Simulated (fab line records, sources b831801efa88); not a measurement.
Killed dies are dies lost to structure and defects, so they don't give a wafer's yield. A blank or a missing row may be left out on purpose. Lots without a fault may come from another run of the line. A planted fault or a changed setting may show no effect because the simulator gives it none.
Problem report in the 8D (eight disciplines) form, filled by code | flow gf180mcu | the parts of the form that need people (team, actions taken, sign-off) are left out

1. THE PROBLEM
oes_product_au at GF_M3_METAL_ETCH_16 reads a mean of 0.943 a.u. on 6 wafers of 2 lots; wafers without a fault read 0.971 a.u. with a standard deviation of 0.006. That is -4.7 standard deviations from the usual mean.
The step: etches the open film in Cl2/BCl3, stops on SiO2, target depth 627.5 nm, time 104.6 s.
First seen on wafer L860.1, day 26 10:31, on rie_metal-04. The record holds 42 wafers of 14 lots with a number at this step. Rule for "out", or "out of limits": more than 4 standard deviations from the usual mean. The other wafers with a number count as sound.

2. WHAT IT IS AND WHAT IT IS NOT
question                    | is                     | is not
which readings at this step | oes_product_au         | drypump_motor_current_A
which lots                  | L860, L861             | L846, L850, L852, L853, L854, L857, L859, L864, L865, L866, L868, L869
which wafers of those lots  | all that have a number | -
read on which tools         | rie_metal-04           | rie_metal-02, rie_metal-03
when                        | from day 26 10:31      | up to then (21 sound wafers); but 15 sound wafers of L864, L865, L866, L868, L869 came after

3. SUSPECTS, AND WHAT RULES EACH OUT
Counting: a tool at a process step up to the reading stays a suspect if it ran every lot that is out and no sound lot after the first of them.
- pvd_sputter-01 at GF_M3_SPUTTER_01 (material TiN, target thk 30 nm, time 25 s): ruled out as a lasting fault. Sound lots L864, L865, L866 ran on it after its first lot that is out, L860 (day 25 12:50).
- rie_metal-04 at GF_M3_METAL_ETCH_16 (etches the open film in Cl2/BCl3, stops on SiO2, target depth 627.5 nm, time 104.6 s): ruled out as a lasting fault. Sound lots L865 ran on it after its first lot that is out, L860 (day 26 10:31).
Left after counting: nothing in the record.

4. THE CAUSE (what the simulator had put in)
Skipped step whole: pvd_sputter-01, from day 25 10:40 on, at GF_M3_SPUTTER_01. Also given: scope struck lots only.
Counting ruled it out, wrongly: the rule takes a fault to strike every lot that its tool runs from its start on, and this one did not.

5. THE CHAIN OF EFFECTS, in route order
Each row: a reading whose mean over the struck wafers that have a number lies more than 3 standard deviations from the usual. Only readings for which the record gives a usual standard deviation are gone through. hours: the time from each lot's start at the first step in this table that gives one to its start at this step, as a median over the lots. sigmas: the change in usual standard deviations.
hours | step                | reading            | usual      | on struck wafers | change | sigmas
0     | GF_M3_METAL_ETCH_16 | oes_product_au     | 0.971 a.u. | 0.943            | -0.028 | -4.7
0     | GF_M3_METAL_ETCH_16 | throttle_valve_pct | 28.250 %   | 28.288           | +0.038 | +3.8
The process steps in it:
- GF_M3_METAL_ETCH_16: etches the open film in Cl2/BCl3, stops on SiO2, target depth 627.5 nm, time 104.6 s.
Readings that are blank on the struck wafers while sound wafers have them: cathode_dc_power_W at GF_M3_SPUTTER_01; chamber_pressure_pa at GF_M3_SPUTTER_01; throttle_valve_pct at GF_M3_SPUTTER_01.

6. WHAT WOULD HAVE CAUGHT IT SOONER
In this record the first reading out of limits was taken at day 26 10:31, 24 hours after the fault began at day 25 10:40.
At GF_M3_SPUTTER_01 the tool's readings are blank on the struck wafers, where sound wafers have them: an empty tool record is the first sign, and it was there at once.
